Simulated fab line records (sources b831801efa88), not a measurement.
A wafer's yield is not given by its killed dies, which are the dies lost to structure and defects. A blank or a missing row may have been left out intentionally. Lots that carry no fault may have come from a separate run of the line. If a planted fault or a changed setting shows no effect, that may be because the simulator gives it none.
fab line records    flow sky130
[record] lots = 5  wafers = 23
route steps=708 shown VT_ADJUST_NCORE@121 VT_ADJUST_HVTR@133 VT_ADJUST_PCH@151 SONOS_TUNNEL@158 SONOS_ONO@172 GATE_OXIDE@187 POLY_GATE@213 RES_PROTECT@214
start_h: hours from the record's opening day to when the first of the lot's shown wafers began    wait_h: how many hours have passed since the lot's step before this one    " identical to the entry in the row above    L1.1+2: a row that stands for several wafers    - no value, or no start given    * or withheld: withheld    < > ~ a bound
route shown NAME@n: a module of which the file shows steps, and the number in the route of the first    usual: mean/standard deviation of fault-free wafers    same: alike in all rows    chamber/n: place in a boat    sites: the reading at each site    _std_site: their standard deviation    _edge_site: outer sites' mean less inner sites'    radius_mm: for every site, how far away it sits from the centre of the wafer    mask NAME#n: copy n    behind: the tool/chamber that last shaped the wafer    hold: why the lot went on hold/how many hours it stayed there/how the hold came to an end    device: names the non-switching transistor (n, p or np)    end of line: tests of these same wafers at the route's end    a step with no rows: only its recipe    killed: not the wafer's yield, but the dies lost to structure and defects at the first sort    map: a wafer's dies, x killed, . not, _ none there
set.NAME: the run value of the setting; set.NAME@STEP: its run value at that earlier step    model.NAME: the simulator's own value behind a step, which no gauge read
lots with deliberately changed settings; one table per step, one row per wafer
[[steps]]
[step SKY_VT_ADJUST_NCORE_COAT_02]
[recipe] resist = NOVOLAK  spin_rpm = 3000  resist_thk_nm = 1140
lot.wafer   tool            chamber  start_h  wait_h  set.resist_thk_nm  model.NOVOLAK_of_VT_ADJUST_NCORE_COAT_02.thk_nm
L074.1      litho_track-03  0        170.44   0.1     1140               1138
L074.3      "               0        "        "       1174               1175
L074.4      "               0        "        "       1174               1177
L074.5      "               0        "        "       1140               1144
L074.6      "               0        "        "       1140               1141
L076.2      litho_track-01  0        187.34   0.1     1140               1142
L076.4      "               0        "        "       1140               1144
L076.6      "               0        "        "       1140               1141
L077.1      litho_track-01  0        193.21   0.1     1173               1172
L077.2      "               0        "        "       1173               1171
L077.3      "               0        "        "       1173               1174
L077.4+6    "               0        "        "       1140               1140
L079.1+2+5  litho_track-04  0        219.23   0.1     1169               1175
L079.3      "               0        "        "       1140               1145
L079.4      "               0        "        "       1140               1147
L084.2+3    litho_track-01  0        244.89   0.1     1109               1107
L084.4      "               0        "        "       1109               1108
L084.5      "               0        "        "       1140               1135
L084.6      "               0        "        "       1140               1137
[step SKY_VT_ADJUST_NCORE_SOFTBAKE_03]
[recipe] temp_c = 90  time_s = 58.15  resist = NOVOLAK
[step SKY_VT_ADJUST_NCORE_EXPOSE_04]
[recipe] mask_id = LVTN_COMPLEMENT_THIN  na = 0.6  source_shape = conventional  sigma_outer = 0.6  polarization = unpolarized  target_cd_nm = 380  dose_mj = 139
[step SKY_VT_ADJUST_NCORE_IMPLANT_09]
[recipe] species = B  energy_kev = 10  dose_cm2 = 2.4e+12  tilt_deg = withheld
[step SKY_VT_ADJUST_NCORE_STRIP_10]
[recipe] chemistry = O2/N2  power_w = 1400  pressure_mtorr = 1500  platen_temp_c = withheld  o2_flow_sccm = 3000  n2_flow_sccm = 300  overash_fraction = 0.5
[usual] strip_time_to_endpoint_s = 14.20/0.038
lot.wafer  tool             chamber  start_h  wait_h  set.resist_thk_nm@VT_ADJUST_NCORE_COAT_02  strip_time_to_endpoint_s
L074.1     plasma_asher-02  0        180.74   0.1     1140                                       14.15
L074.3     "                1        "        "       1174                                       14.56
L074.4     "                0        "        "       1174                                       14.58
L074.5     "                1        "        "       1140                                       14.22
L074.6     "                0        "        "       1140                                       14.18
L076.2     plasma_asher-02  0        198.09   0.1     1140                                       14.20
L076.4     "                1        "        "       1140                                       14.23
L076.6     "                0        "        "       1140                                       14.18
L077.1     plasma_asher-02  0        204.42   0.1     1173                                       14.51
L077.2     "                1        "        "       1173                                       14.52
L077.3     "                1        "        "       1173                                       14.56
L077.4     "                0        "        "       1140                                       14.19
L077.6     "                0        "        "       1140                                       14.20
L079.1     plasma_asher-02  1        231.64   0.1     1169                                       14.56
L079.2     "                0        "        "       1169                                       14.57
L079.3     "                1        "        "       1140                                       14.25
L079.4     "                0        "        "       1140                                       14.26
L079.5     "                0        "        "       1169                                       14.56
L084.2     plasma_asher-01  0        256.98   0.1     1109                                       13.79
L084.3     "                0        "        "       1109                                       13.80
L084.4     "                1        "        "       1109                                       13.79
L084.5     "                0        "        "       1140                                       14.12
L084.6     "                1        "        "       1140                                       14.14
[step SKY_VT_ADJUST_HVTR_COAT_02]
[recipe] resist = NOVOLAK  spin_rpm = 3000  resist_thk_nm = 1140
lot.wafer  tool            chamber  start_h  wait_h  set.spin_rpm  model.NOVOLAK_of_VT_ADJUST_HVTR_COAT_02.thk_nm
L074.1     litho_track-02  0        191.71   0.1     3000          1140
L074.3+6   "               0        "        "       2797          1181
L074.4     "               0        "        "       3000          1139
L074.5     "               0        "        "       2797          1177
L076.2     litho_track-01  0        209.24   0.1     3000          1146
L076.4     "               0        "        "       3000          1141
L076.6     "               0        "        "       3000          1145
L077.1     litho_track-02  0        215.66   0.1     3000          1128
L077.2     "               0        "        "       3000          1137
L077.3     "               0        "        "       2931          1147
L077.4     "               0        "        "       3000          1134
L077.6     "               0        "        "       2931          1144
L079.1     litho_track-04  0        242.37   0.1     2809          1183
L079.2     "               0        "        "       3000          1146
L079.3     "               0        "        "       2809          1184
L079.4     "               0        "        "       2809          1188
L079.5     "               0        "        "       3000          1147
L084.2     litho_track-01  0        268.34   0.1     2833          1174
L084.3+5   "               0        "        "       3000          1139
L084.4     "               0        "        "       2833          1171
L084.6     "               0        "        "       2833          1173
[step SKY_VT_ADJUST_HVTR_DEVELOP_06]
[recipe] develop_time_s = 60  dev_temp_c = 23
lot.wafer   tool            chamber  start_h  wait_h  set.dev_temp_c
L074.1+3    litho_track-04  0        202.08   0.1     23
L074.4+5+6  "               0        "        "       21.52
L076.2+4+6  litho_track-02  0        220.19   0.1     23
L077.1+3+4  litho_track-04  0        226.62   0.1     23
L077.2+6    "               0        "        "       21.47
L079.1+5    litho_track-02  0        254.21   0.1     26.43
L079.2+3+4  "               0        "        "       23
L084.2+3+6  litho_track-04  0        280.70   0.1     19.31
L084.4+5    "               0        "        "       23
[step SKY_VT_ADJUST_HVTR_CD_MEAS_07]
[recipe] target_cd_nm = 380
[usual] cd_nm = 380.5/2.7
lot.wafer  tool       chamber  start_h  wait_h  set.dev_temp_c@VT_ADJUST_HVTR_DEVELOP_06  cd_nm
L074.1     cd_sem-02  -        202.23   0.1     23                                        379.0
L074.3     "          -        "        "       23                                        377.3
L074.4     "          -        "        "       21.52                                     385.8
L074.5     "          -        "        "       21.52                                     378.9
L074.6     "          -        "        "       21.52                                     382.0
L076.2     cd_sem-02  -        220.33   0.1     23                                        383.7
L076.4     "          -        "        "       23                                        383.1
L076.6     "          -        "        "       23                                        386.7
L077.1     cd_sem-02  -        226.77   0.1     23                                        385.1
L077.2     "          -        "        "       21.47                                     386.1
L077.3     "          -        "        "       23                                        383.7
L077.4     "          -        "        "       23                                        385.8
L077.6     "          -        "        "       21.47                                     389.2
L079.1     cd_sem-01  -        254.36   0.1     26.43                                     363.1
L079.2     "          -        "        "       23                                        377.3
L079.3     "          -        "        "       23                                        374.3
L079.4     "          -        "        "       23                                        372.1
L079.5     "          -        "        "       26.43                                     366.7
L084.2     cd_sem-02  -        280.84   0.1     19.31                                     391.1
L084.3     "          -        "        "       19.31                                     394.3
L084.4     "          -        "        "       23                                        379.1
L084.5     "          -        "        "       23                                        381.8
L084.6     "          -        "        "       19.31                                     389.9
[step SKY_VT_ADJUST_HVTR_IMPLANT_09]
[recipe] species = B  energy_kev = 10  dose_cm2 = 2.1e+12  tilt_deg = withheld
[step SKY_VT_ADJUST_HVTR_STRIP_10]
[recipe] chemistry = O2/N2  power_w = 1400  pressure_mtorr = 1500  platen_temp_c = withheld  o2_flow_sccm = 3000  n2_flow_sccm = 300  overash_fraction = 0.5
[usual] strip_time_to_endpoint_s = 14.18/0.055
lot.wafer  tool             chamber  start_h  wait_h  set.spin_rpm@VT_ADJUST_HVTR_COAT_02  strip_time_to_endpoint_s
L074.1     plasma_asher-02  1        202.53   0.1     3000                                 14.18
L074.3     "                1        "        "       2797                                 14.62
L074.4     "                0        "        "       3000                                 14.17
L074.5     "                0        "        "       2797                                 14.58
L074.6     "                1        "        "       2797                                 14.62
L076.2     plasma_asher-02  1        220.62   0.1     3000                                 14.25
L076.4     "                0        "        "       3000                                 14.19
L076.6     "                1        "        "       3000                                 14.22
L077.1     plasma_asher-01  1        227.08   0.1     3000                                 14.03
L077.2     "                0        "        "       3000                                 14.16
L077.3     "                0        "        "       2931                                 14.26
L077.4     "                1        "        "       3000                                 14.10
L077.6     "                1        "        "       2931                                 14.23
L079.1     plasma_asher-01  1        254.67   0.1     2809                                 14.66
L079.2     "                0        "        "       3000                                 14.23
L079.3     "                1        "        "       2809                                 14.66
L079.4     "                0        "        "       2809                                 14.71
L079.5     "                1        "        "       3000                                 14.27
L084.2     plasma_asher-02  0        281.13   0.1     2833                                 14.54
L084.3     "                1        "        "       3000                                 14.18
L084.4     "                0        "        "       2833                                 14.52
L084.5     "                1        "        "       3000                                 14.15
L084.6     "                0        "        "       2833                                 14.51
[step SKY_VT_ADJUST_PCH_IMPLANT_08]
[recipe] species = B  energy_kev = 10  dose_cm2 = 5e+11  tilt_deg = withheld
lot.wafer   tool          chamber  start_h  wait_h  set.dose_cm2
L074.1+6    implanter-02  0        225.07   0.0     5e+11
L074.3+4+5  "             0        "        "       5.174e+11
L076.2+4+6  implanter-01  0        243.42   0.0     5e+11
L077.1+3    implanter-01  0        249.17   0.0     5e+11
L077.2+4+6  "             0        "        "       5.344e+11
L079.1+2+3  implanter-01  0        277.80   0.0     5.178e+11
L079.4+5    "             0        "        "       5e+11
L084.2+5    implanter-01  0        306.37   0.0     5e+11
L084.3+4+6  "             0        "        "       4.674e+11
[step SKY_VT_ADJUST_PCH_STRIP_09]
[recipe] chemistry = O2/N2  power_w = 1400  pressure_mtorr = 1500  platen_temp_c = withheld  o2_flow_sccm = 3000  n2_flow_sccm = 300  overash_fraction = 0.5
[step SKY_VT_ADJUST_PCH_TW_MEAS_10]
[usual] VT_ADJUST_PCH_TW = 141.8/1.1
lot.wafer  tool           chamber  start_h  wait_h  set.dose_cm2@VT_ADJUST_PCH_IMPLANT_08  VT_ADJUST_PCH_TW
L074.1     film_metro-02  -        225.32   0.1     5e+11                                  142.7
L074.3     "              -        "        "       5.174e+11                              143.3
L074.4     "              -        "        "       5.174e+11                              144.1
L074.5     "              -        "        "       5.174e+11                              143.6
L074.6     "              -        "        "       5e+11                                  142.4
L076.2     film_metro-04  -        243.66   0.1     5e+11                                  142.5
L076.4     "              -        "        "       5e+11                                  141.8
L076.6     "              -        "        "       5e+11                                  141.0
L077.1     film_metro-04  -        249.42   0.1     5e+11                                  142.4
L077.2     "              -        "        "       5.344e+11                              144.2
L077.3     "              -        "        "       5e+11                                  142.0
L077.4     "              -        "        "       5.344e+11                              144.4
L077.6     "              -        "        "       5.344e+11                              144.8
L079.1     film_metro-01  -        278.05   0.1     5.178e+11                              142.7
L079.2     "              -        "        "       5.178e+11                              143.4
L079.3     "              -        "        "       5.178e+11                              142.1
L079.4     "              -        "        "       5e+11                                  141.9
L079.5     "              -        "        "       5e+11                                  141.2
L084.2     film_metro-02  -        306.61   0.1     5e+11                                  140.3
L084.3     "              -        "        "       4.674e+11                              138.2
L084.4     "              -        "        "       4.674e+11                              137.5
L084.5     "              -        "        "       5e+11                                  139.8
L084.6     "              -        "        "       4.674e+11                              137.8
[step SKY_SONOS_TUNNEL_EXPOSE_04]
[recipe] mask_id = TUNM  na = 0.6  source_shape = conventional  sigma_outer = 0.6  polarization = unpolarized  target_cd_nm = 410  dose_mj = 136
lot.wafer       tool              chamber  start_h  wait_h  mask    set.dose_mj
L074.1+5        iline_stepper-02  0        -        -       TUNM#0  146.1
L074.3+4+6      "                 0        "        "       TUNM#0  136
L076.2+4+6      iline_stepper-01  0        -        -       TUNM#0  136
L077.1+4+6      iline_stepper-02  0        -        -       TUNM#0  129.8
L077.2+3        "                 0        "        "       TUNM#0  136
L079.1+2+3+4+5  iline_stepper-01  0        -        -       TUNM#0  136
L084.2+6        iline_stepper-01  0        -        -       TUNM#0  136
L084.3+4+5      "                 0        "        "       TUNM#0  143
[step SKY_SONOS_TUNNEL_DEVELOP_06]
[recipe] resist = NOVOLAK  developer = TMAH  develop_time_s = 60  dev_temp_c = 23
lot.wafer   tool            chamber  start_h  wait_h  set.develop_time_s
L074.1+5+6  litho_track-04  0        247.82   0.1     60
L074.3+4    "               0        "        "       65.75
L076.2+4+6  litho_track-02  0        265.94   0.1     60
L077.1+3+6  litho_track-03  0        272.64   0.1     60
L077.2+4    "               0        "        "       53.74
L079.1+4+5  litho_track-04  0        301.32   0.1     65.97
L079.2+3    "               0        "        "       60
L084.2+3+5  litho_track-04  0        332.05   0.1     64.68
L084.4+6    "               0        "        "       60
[step SKY_SONOS_TUNNEL_CD_MEAS_07]
[recipe] target_cd_nm = 410
[usual] cd_nm = 410.9/2.4
lot.wafer  tool       chamber  start_h  wait_h  set.dose_mj@SONOS_TUNNEL_EXPOSE_04  set.develop_time_s@SONOS_TUNNEL_DEVELOP_06  cd_nm
L074.1     cd_sem-02  -        247.97   0.1     146.1                               60                                          428.1
L074.3     "          -        "        "       136                                 65.75                                       413.2
L074.4     "          -        "        "       136                                 65.75                                       414.0
L074.5     "          -        "        "       146.1                               60                                          426.1
L074.6     "          -        "        "       136                                 60                                          406.9
L076.2     cd_sem-01  -        266.08   0.1     136                                 60                                          413.4
L076.4     "          -        "        "       136                                 60                                          413.9
L076.6     "          -        "        "       136                                 60                                          412.0
L077.1     cd_sem-02  -        272.79   0.1     129.8                               60                                          394.6
L077.2     "          -        "        "       136                                 53.74                                       400.4
L077.3     "          -        "        "       136                                 60                                          410.9
L077.4     "          -        "        "       129.8                               53.74                                       384.9
L077.6     "          -        "        "       129.8                               60                                          395.8
L079.1     cd_sem-01  -        301.47   0.1     136                                 65.97                                       419.3
L079.2     "          -        "        "       136                                 60                                          410.6
L079.3     "          -        "        "       136                                 60                                          410.6
L079.4     "          -        "        "       136                                 65.97                                       419.3
L079.5     "          -        "        "       136                                 65.97                                       420.7
L084.2     cd_sem-02  -        332.19   0.1     136                                 64.68                                       418.4
L084.3     "          -        "        "       143                                 64.68                                       431.1
L084.4     "          -        "        "       143                                 60                                          428.1
L084.5     "          -        "        "       143                                 64.68                                       434.3
L084.6     "          -        "        "       136                                 60                                          412.8
[step SKY_SONOS_ONO_CVD_04]
[recipe] material = SiO2  precursor = SiH4/N2O  target_thk_nm = 5.7199  temp_c = 900  pressure_mtorr = 400
lot.wafer  tool      chamber  start_h  wait_h  set.pressure_mtorr  model.SiO2_of_SONOS_ONO_CVD_04.thk_nm
L074.1     -         -        -        0.1     348.8               5.139
L074.3     "         -        "        "       348.8               5.297
L074.4     "         -        "        "       348.8               5.187
L074.5     "         -        "        "       348.8               5.215
L074.6     "         -        "        "       348.8               5.245
L076.2     lpcvd-03  1        272.73   0.0     400                 5.76
L076.4     "         1        "        "       400                 5.702
L076.6     "         1        "        "       400                 5.816
L077.1     -         -        -        0.1     400                 5.81
L077.2     "         -        "        "       400                 5.773
L077.3     "         -        "        "       400                 5.745
L077.4     "         -        "        "       400                 5.7
L077.6     "         -        "        "       400                 5.777
L079.1     -         -        -        0.2     446.8               6.138
L079.2     "         -        "        "       446.8               6.159
L079.3     "         -        "        "       446.8               6.187
L079.4     "         -        "        "       446.8               6.035
L079.5     "         -        "        "       446.8               6.094
L084.2     -         -        -        0.0     426.4               6.025
L084.3     "         -        "        "       426.4               6.039
L084.4     "         -        "        "       426.4               6.018
L084.5     "         -        "        "       426.4               5.989
L084.6     "         -        "        "       426.4               5.925
[step SKY_SONOS_ONO_THK_MEAS_05]
[recipe] reads = SiO2_of_SONOS_ONO_CVD_04
[usual] SONOS_ONO_CVD_04_THK = 5.79/0.13
lot.wafer  tool           chamber  start_h  wait_h  set.pressure_mtorr@SONOS_ONO_CVD_04  SONOS_ONO_CVD_04_THK[nm]
L074.1     film_metro-03  -        -        -       348.8                                5.13
L074.3     "              -        "        "       348.8                                5.35
L074.4     "              -        "        "       348.8                                5.16
L074.5     "              -        "        "       348.8                                5.21
L074.6     "              -        "        "       348.8                                5.22
L076.2     film_metro-03  -        273.99   0.0     400                                  5.75
L076.4     "              -        "        "       400                                  5.71
L076.6     "              -        "        "       400                                  5.79
L077.1     film_metro-02  -        -        -       400                                  5.81
L077.2     "              -        "        "       400                                  5.76
L077.3     "              -        "        "       400                                  5.75
L077.4     "              -        "        "       400                                  5.69
L077.6     "              -        "        "       400                                  5.80
L079.1     film_metro-03  -        -        -       446.8                                6.13
L079.2     "              -        "        "       446.8                                6.13
L079.3     "              -        "        "       446.8                                6.16
L079.4     "              -        "        "       446.8                                6.00
L079.5     "              -        "        "       446.8                                6.10
L084.2     film_metro-03  -        -        -       426.4                                6.03
L084.3     "              -        "        "       426.4                                5.98
L084.4     "              -        "        "       426.4                                6.02
L084.5     "              -        "        "       426.4                                5.96
L084.6     "              -        "        "       426.4                                5.91
[step SKY_SONOS_ONO_DEVELOP_12]
[recipe] develop_time_s = 60  dev_temp_c = 23
lot.wafer       tool            chamber  start_h  wait_h  set.dev_temp_c
L074.1+3+4+5+6  litho_track-04  0        278.82   0.1     23
L076.2+4+6      litho_track-03  0        298.51   0.1     23
L077.1+2+3      litho_track-03  0        302.19   0.1     22.06
L077.4+6        "               0        "        "       23
L079.1+2        litho_track-03  0        333.84   0.1     23
L079.3+4+5      "               0        "        "       25.01
L084.2+5+6      litho_track-01  0        364.49   0.1     26.22
L084.3+4        "               0        "        "       23
[step SKY_SONOS_ONO_CD_MEAS_13]
[recipe] target_cd_nm = 410
[usual] cd_nm = 410.4/2.1
lot.wafer  tool       chamber  start_h  wait_h  set.dev_temp_c@SONOS_ONO_DEVELOP_12  cd_nm
L074.1     cd_sem-02  -        278.97   0.1     23                                   410.5
L074.3     "          -        "        "       23                                   411.7
L074.4     "          -        "        "       23                                   408.9
L074.5     "          -        "        "       23                                   411.5
L074.6     "          -        "        "       23                                   410.5
L076.2     cd_sem-02  -        298.66   0.1     23                                   408.6
L076.4     "          -        "        "       23                                   408.3
L076.6     "          -        "        "       23                                   408.9
L077.1     cd_sem-01  -        302.34   0.1     22.06                                403.5
L077.2     "          -        "        "       22.06                                406.7
L077.3     "          -        "        "       22.06                                404.8
L077.4     "          -        "        "       23                                   408.1
L077.6     "          -        "        "       23                                   410.8
L079.1     cd_sem-01  -        333.99   0.1     23                                   410.2
L079.2     "          -        "        "       23                                   410.0
L079.3     "          -        "        "       25.01                                415.1
L079.4     "          -        "        "       25.01                                416.5
L079.5     "          -        "        "       25.01                                417.6
L084.2     cd_sem-01  -        364.63   0.1     26.22                                419.6
L084.3     "          -        "        "       23                                   410.7
L084.4     "          -        "        "       23                                   410.3
L084.5     "          -        "        "       26.22                                420.6
L084.6     "          -        "        "       26.22                                420.4
[step SKY_SONOS_ONO_ETCH_15]
[recipe] target_depth_nm = 19.52  chemistry = CHF3/O2  source_w = 600  bias_w = 200  pressure_mtorr = 40  chf3_flow_sccm = 50  O2_flow_sccm = 5  time_s = 7.8
lot.wafer  tool         chamber  start_h  wait_h  set.dev_temp_c@SONOS_ONO_DEVELOP_12  model.SONOS_ONO.cd_nm
L074.1     rie_diel-02  1        279.13   0.0     23                                   410.2
L074.3     "            0        "        "       23                                   411.6
L074.4     "            1        "        "       23                                   408.5
L074.5     "            2        "        "       23                                   410.6
L074.6     "            0        "        "       23                                   410.5
L076.2     rie_diel-03  3        298.79   0.0     23                                   409
L076.4     "            1        "        "       23                                   408.3
L076.6     "            2        "        "       23                                   409.2
L077.1     rie_diel-01  1        302.49   0.0     22.06                                403.5
L077.2     "            3        "        "       22.06                                406.9
L077.3     "            2        "        "       22.06                                405
L077.4     "            0        "        "       23                                   408.3
L077.6     "            3        "        "       23                                   410.9
L079.1     rie_diel-03  0        334.14   0.0     23                                   410.1
L079.2     "            2        "        "       23                                   410.4
L079.3     "            1        "        "       25.01                                415.1
L079.4     "            3        "        "       25.01                                416.6
L079.5     "            3        "        "       25.01                                417.6
L084.2     rie_diel-03  3        364.77   0.0     26.22                                419.7
L084.3     "            1        "        "       23                                   410.7
L084.4     "            0        "        "       23                                   409.9
L084.5     "            3        "        "       26.22                                420.6
L084.6     "            0        "        "       26.22                                419.8
[step SKY_SONOS_ONO_WET_ETCH_16]
[recipe] chemistry = dHF  target_depth_nm = 14  dry = n2_spin  target = SiO2  dilution = 100:1  temp_c = 25  time_s = 280
[step SKY_SONOS_ONO_STRIP_17]
[recipe] chemistry = O2/N2  power_w = 1400  pressure_mtorr = 1500  platen_temp_c = withheld  o2_flow_sccm = 3000  n2_flow_sccm = 300  overash_fraction = 0.5
[step SKY_SONOS_ONO_WET_ETCH_18]
[recipe] chemistry = H3PO4  target_depth_nm = 15  target = Si3N4  temp_c = 160  time_s = 172
[step SKY_GATE_OXIDE_CLEAN_00]
[recipe] chemistry = SC1/SC2  mix = 1:4:20  temp_c = 70  time_s = 150  dry = n2_spin
lot.wafer  tool          chamber  start_h  wait_h  set.pressure_mtorr@SONOS_ONO_CVD_04  model.SiO2_of_SONOS_ONO_CVD_04.thk_nm
L074.1     wet_bench-04  1        279.39   0.0     348.8                                4.311
L074.3     "             1        "        "       348.8                                4.466
L074.4     "             1        "        "       348.8                                4.356
L074.5     "             1        "        "       348.8                                4.385
L074.6     "             1        "        "       348.8                                4.412
L076.2     wet_bench-03  3        299.06   0.0     400                                  4.926
L076.4     "             3        "        "       400                                  4.866
L076.6     "             3        "        "       400                                  4.98
L077.1     wet_bench-04  3        302.76   0.0     400                                  4.97
L077.2     "             3        "        "       400                                  4.93
L077.3     "             3        "        "       400                                  4.906
L077.4     "             3        "        "       400                                  4.854
L077.6     "             3        "        "       400                                  4.931
L079.1     wet_bench-04  1        334.41   0.0     446.8                                5.296
L079.2     "             1        "        "       446.8                                5.317
L079.3     "             1        "        "       446.8                                5.347
L079.4     "             1        "        "       446.8                                5.197
L079.5     "             1        "        "       446.8                                5.253
L084.2     wet_bench-02  1        365.04   0.0     426.4                                5.19
L084.3     "             1        "        "       426.4                                5.199
L084.4     "             1        "        "       426.4                                5.184
L084.5     "             1        "        "       426.4                                5.154
L084.6     "             1        "        "       426.4                                5.088
[step SKY_POLY_GATE_IMPLANT_02]
[recipe] species = P  energy_kev = 30  dose_cm2 = 7.7e+15  tilt_deg = 0
lot.wafer       tool          chamber  start_h  wait_h  set.energy_kev  model.implant.rp_nm  model.implant.drp_nm
L074.1+4+5      implanter-01  0        336.19   0.1     30              37.47                16.6
L074.3+6        "             0        "        "       31.41           39.15                17.25
L076.2+4+6      implanter-01  0        356.94   0.1     30              37.26                16.6
L077.1+4        implanter-01  0        363.51   0.1     29.36           36.66                16.39
L077.2+3+6      "             0        "        "       30              37.2                 16.6
L079.1+2+3+4+5  implanter-03  0        396.71   0.1     30              36.36                16.6
L084.2+3+4      implanter-04  0        434.71   0.1     31.73           38.58                17.4
L084.5+6        "             0        "        "       30              36.58                16.6
[step SKY_RES_PROTECT_STRIP_07]
[recipe] chemistry = O2/N2  power_w = 1400  pressure_mtorr = 1500  platen_temp_c = withheld  o2_flow_sccm = 3000  n2_flow_sccm = 300  overash_fraction = 0.5
[usual] strip_time_to_endpoint_s = 23.30/0.043
lot.wafer  tool             chamber  start_h  wait_h  set.energy_kev@POLY_GATE_IMPLANT_02  strip_time_to_endpoint_s
L074.1     plasma_asher-02  0        336.34   0.1     30                                   23.29
L074.3     "                0        "        "       31.41                                23.71
L074.4     "                1        "        "       30                                   23.31
L074.5     "                1        "        "       30                                   23.30
L074.6     "                0        "        "       31.41                                23.73
L076.2     plasma_asher-02  0        357.06   0.1     30                                   23.25
L076.4     "                1        "        "       30                                   23.26
L076.6     "                0        "        "       30                                   23.26
L077.1     plasma_asher-02  0        363.66   0.1     29.36                                23.13
L077.2     "                1        "        "       30                                   23.31
L077.3     "                0        "        "       30                                   23.29
L077.4     "                1        "        "       29.36                                23.11
L077.6     "                0        "        "       30                                   23.30
L079.1     plasma_asher-04  1        396.86   0.1     30                                   23.34
L079.2     "                0        "        "       30                                   23.28
L079.3     "                1        "        "       30                                   23.29
L079.4     "                0        "        "       30                                   23.32
L079.5     "                1        "        "       30                                   23.27
L084.2     plasma_asher-01  0        434.84   0.1     31.73                                23.76
L084.3     "                1        "        "       31.73                                23.79
L084.4     "                0        "        "       31.73                                23.79
L084.5     "                0        "        "       30                                   23.27
L084.6     "                1        "        "       30                                   23.20
[[key]]
[split] step = SKY_VT_ADJUST_NCORE_COAT_02  setting = resist_thk_nm  stated = 1140  by = wafer
[response] step = SKY_VT_ADJUST_NCORE_COAT_02  reading = model.NOVOLAK_of_VT_ADJUST_NCORE_COAT_02.thk_nm  change = +11.3  per = 1%  r = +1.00
[response] step = SKY_VT_ADJUST_NCORE_STRIP_10  reading = strip_time_to_endpoint_s  change = *  per = 1%  r = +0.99
[split] step = SKY_VT_ADJUST_HVTR_COAT_02  setting = spin_rpm  stated = 3000  by = wafer
[response] step = SKY_VT_ADJUST_HVTR_COAT_02  reading = model.NOVOLAK_of_VT_ADJUST_HVTR_COAT_02.thk_nm  change = -5.98  per = 1%  r = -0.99
[response] step = SKY_VT_ADJUST_HVTR_STRIP_10  reading = strip_time_to_endpoint_s  change = *  per = 1%  r = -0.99
[split] step = SKY_VT_ADJUST_HVTR_DEVELOP_06  setting = dev_temp_c  stated = 23  by = wafer
[response] step = SKY_VT_ADJUST_HVTR_CD_MEAS_07  reading = cd_nm  change = -0.655  per = 1%  r = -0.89
[split] step = SKY_VT_ADJUST_PCH_IMPLANT_08  setting = dose_cm2  stated = 5e+11  by = wafer
[response] step = SKY_VT_ADJUST_PCH_TW_MEAS_10  reading = VT_ADJUST_PCH_TW  change = +0.328  per = 1%  r = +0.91
[split] step = SKY_SONOS_TUNNEL_EXPOSE_04  setting = dose_mj  stated = 136  by = wafer
[response] step = SKY_SONOS_TUNNEL_CD_MEAS_07  reading = cd_nm  slope = +2.94  per = 1%  together_with = develop_time_s@SONOS_TUNNEL_DEVELOP_06  explained = 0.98
[split] step = SKY_SONOS_TUNNEL_DEVELOP_06  setting = develop_time_s  stated = 60  by = wafer
[response] step = SKY_SONOS_TUNNEL_CD_MEAS_07  reading = cd_nm  slope = +0.858  per = 1%  together_with = dose_mj@SONOS_TUNNEL_EXPOSE_04  explained = 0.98
[split] step = SKY_SONOS_ONO_CVD_04  setting = pressure_mtorr  stated = 400  by = lot
[response] step = SKY_SONOS_ONO_CVD_04  reading = model.SiO2_of_SONOS_ONO_CVD_04.thk_nm  change = +0.0376  per = 1%  r = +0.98
[response] step = SKY_SONOS_ONO_THK_MEAS_05  reading = SONOS_ONO_CVD_04_THK  change = +0.0369  per = 1%  r = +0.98
[response] step = SKY_GATE_OXIDE_CLEAN_00  reading = model.SiO2_of_SONOS_ONO_CVD_04.thk_nm  change = +0.0373  per = 1%  r = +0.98
[split] step = SKY_SONOS_ONO_DEVELOP_12  setting = dev_temp_c  stated = 23  by = wafer
[response] step = SKY_SONOS_ONO_CD_MEAS_13  reading = cd_nm  change = +0.72  per = 1%  r = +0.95
[response] step = SKY_SONOS_ONO_ETCH_15  reading = model.SONOS_ONO.cd_nm  change = +0.722  per = 1%  r = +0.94
[split] step = SKY_POLY_GATE_IMPLANT_02  setting = energy_kev  stated = 30  by = wafer
[response] step = SKY_POLY_GATE_IMPLANT_02  reading = model.implant.rp_nm  change = +0.343  per = 1%  r = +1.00
[response] step = SKY_POLY_GATE_IMPLANT_02  reading = model.implant.drp_nm  change = +0.136  per = 1%  r = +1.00
[response] step = SKY_RES_PROTECT_STRIP_07  reading = strip_time_to_endpoint_s  change = *  per = 1%  r = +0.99
